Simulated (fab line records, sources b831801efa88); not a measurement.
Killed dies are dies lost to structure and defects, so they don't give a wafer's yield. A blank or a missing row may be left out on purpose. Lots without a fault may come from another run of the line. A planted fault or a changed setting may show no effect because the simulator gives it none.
Problem report in the 8D (eight disciplines) form, filled by code | flow sky130 | the parts of the form that need people (team, actions taken, sign-off) are left out

1. THE PROBLEM
LDD_HVN_TW at SKY_LDD_HVN_TW_MEAS_10 reads a mean of 135 on 3 wafers of 1 lot; wafers without a fault read 1432 with a standard deviation of 11. That is -99 or more standard deviations from the usual mean.
First seen on wafer L232.1, day 23 12:13, on film_metro-01. The record holds 39 wafers of 13 lots with a number at this step. Rule for "out", or "out of limits": more than 4 standard deviations from the usual mean. The other wafers with a number count as sound.

2. WHAT IT IS AND WHAT IT IS NOT
question                    | is                     | is not
which readings at this step | LDD_HVN_TW             | -
which lots                  | L232                   | L226, L227, L228, L231, L237, L240, L242, L245, L246, L247, L248, L249
which wafers of those lots  | all that have a number | -
read on which gauges        | film_metro-01          | film_metro-03, film_metro-04
when                        | from day 23 12:13      | up to then (12 sound wafers); but 24 sound wafers of L237, L240, L242, L245, L246, L247, L248, L249 came after

3. SUSPECTS, AND WHAT RULES EACH OUT
Counting: a tool at a process step up to the reading stays a suspect if it ran every lot that is out and no sound lot after the first of them.
- the gauge at SKY_LDD_HVN_TW_MEAS_10: ruled out. All the wafers that are out were read on film_metro-01, but those of them that SKY_LDD_P_STRIP_10 has rows for are out there too, on other tools.
- plasma_asher-02 at SKY_RES_PROTECT_STRIP_07 (strips in O2/N2): ruled out as a lasting fault. Sound lots L246, L247 ran on it after its first lot that is out, L232 (day 17 14:58).
- rie_si-02 at SKY_POLY_GATE_ETCH_17 (etches poly-Si in HBr/Cl2, stops on SiO2, target depth 180 nm, time 70.5 s): ruled out as a lasting fault. Sound lots L242, L246, L247 ran on it after its first lot that is out, L232 (day 19 00:24).
- plasma_asher-04 at SKY_LDD_P_STRIP_10 (strips in O2/N2): ruled out as a lasting fault. Sound lots L246, L247 ran on it after its first lot that is out, L232 (day 22 06:43).
- plasma_asher-04 at SKY_LDD_HVN_STRIP_09 (strips in O2/N2): ruled out as a lasting fault. Sound lots L247 ran on it after its first lot that is out, L232 (day 23 12:07).
Left after counting: nothing in the record.

4. THE CAUSE (what the simulator had put in)
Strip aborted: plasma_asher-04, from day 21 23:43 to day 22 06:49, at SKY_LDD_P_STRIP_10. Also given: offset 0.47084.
Counting ruled it out, wrongly: the rule takes a fault to strike every lot that its tool runs from its start on, and this one did not.

5. THE CHAIN OF EFFECTS, in route order
Each row: a reading whose mean over the struck wafers that have a number lies more than 3 standard deviations from the usual. Only readings for which the record gives a usual standard deviation are gone through. hours: the time from each lot's start at the first step in this table that gives one to its start at this step, as a median over the lots. sigmas: the change in usual standard deviations.
hours | step                   | reading                  | usual      | on struck wafers | change | sigmas
0     | SKY_LDD_P_STRIP_10     | oes_product_au           | 0.716 a.u. | 0.951            | +0.235 | +51
29    | SKY_LDD_HVN_STRIP_09   | oes_product_au           | 0.408 a.u. | 0.536            | +0.128 | +30
29    | SKY_LDD_HVN_STRIP_09   | strip_time_to_endpoint_s | 4.133 s    | 7.319            | +3.186 | +99 or more
30    | SKY_LDD_HVN_TW_MEAS_10 | LDD_HVN_TW               | 1432       | 135              | -1297  | -99 or more
The process steps in it:
- SKY_LDD_P_STRIP_10: strips in O2/N2.
- SKY_LDD_HVN_STRIP_09: strips in O2/N2.
Readings that are blank on the struck wafers while sound wafers have them: strip_time_to_endpoint_s at SKY_LDD_P_STRIP_10.

6. WHAT WOULD HAVE CAUGHT IT SOONER
In this record the first reading out of limits at a measuring or inspecting step was taken at day 23 12:13, 37 hours after the fault began at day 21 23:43.
The tool's own readings at SKY_LDD_P_STRIP_10 were out on every struck wafer that the step has a row for (oes_product_au): an alarm limit on them would have fired on the first of those.
